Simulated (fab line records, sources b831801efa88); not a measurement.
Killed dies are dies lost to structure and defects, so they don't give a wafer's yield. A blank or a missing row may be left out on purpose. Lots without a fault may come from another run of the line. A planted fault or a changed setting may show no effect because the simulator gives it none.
Which tool did it? | flow sky130 | 12 lots, 35 wafers sampled, at 1 step of a route of 708

WHAT THE GAUGES READ, wafer by wafer
SKY_VIA3_OVL_MEAS_13.
lot  | measured     | on         | VIA3_OVL (nm)
L478 | day 39 14:46 | overlay-02 | -2 -5 3
L479 | day 39 20:22 | overlay-01 | -3 12 -3
L480 | day 40 07:52 | overlay-01 | -3 -7 -1
L483 | day 41 00:43 | overlay-02 | -11 2 -10
L482 | day 41 00:46 | overlay-01 | 0 3 -3
L481 | day 41 01:50 | overlay-02 | 0 -7 -11
L490 | day 43 09:10 | overlay-02 | -9 -10
L492 | day 43 14:17 | overlay-01 | -5 7 2
L495 | day 44 12:41 | overlay-01 | -5 -2 -1
L496 | day 44 15:20 | overlay-01 | 2 5 6
L499 | day 45 03:58 | overlay-01 | -6 -9 -3
L501 | day 45 14:43 | overlay-02 | -5 -2 0

WHICH TOOL RAN EACH LOT (tool, then ch and the chambers of the sampled wafers, then the start)
The record holds no process step before these readings.

WHAT THE TOOLS THEMSELVES READ (means of the sampled wafers that have a number; where no wafer has one, the mark that the record gives instead)
The record holds no such reading with a usual standard deviation.

THE ANSWER, worked out from the rows above alone
Rule: what is usual is taken from the lots themselves. Put in order of their means at a reading, lots are off if they are a third of the lots or fewer, leave a main group of 4 or more, and stand apart from it by a gap of 3 or more times the standard deviation of the main group's means; of several such gaps the widest counts. A main group whose means are all the same, to the digits that the tables above print for the reading, isn't used. A lot without any number at a reading at which 4 lots or more have one is off too. The other lots that the step has rows for count as sound. The gauges are gone through in route order, then the tools' own readings, and for those a lot's mean is taken as printed above. The first step at which some lot is off is used, and at that step the reading that is off furthest; a lot without a number counts as furthest.
No lot is off at any reading shown: from this, nothing can be told.

WHAT THE SIMULATOR HAD PUT IN
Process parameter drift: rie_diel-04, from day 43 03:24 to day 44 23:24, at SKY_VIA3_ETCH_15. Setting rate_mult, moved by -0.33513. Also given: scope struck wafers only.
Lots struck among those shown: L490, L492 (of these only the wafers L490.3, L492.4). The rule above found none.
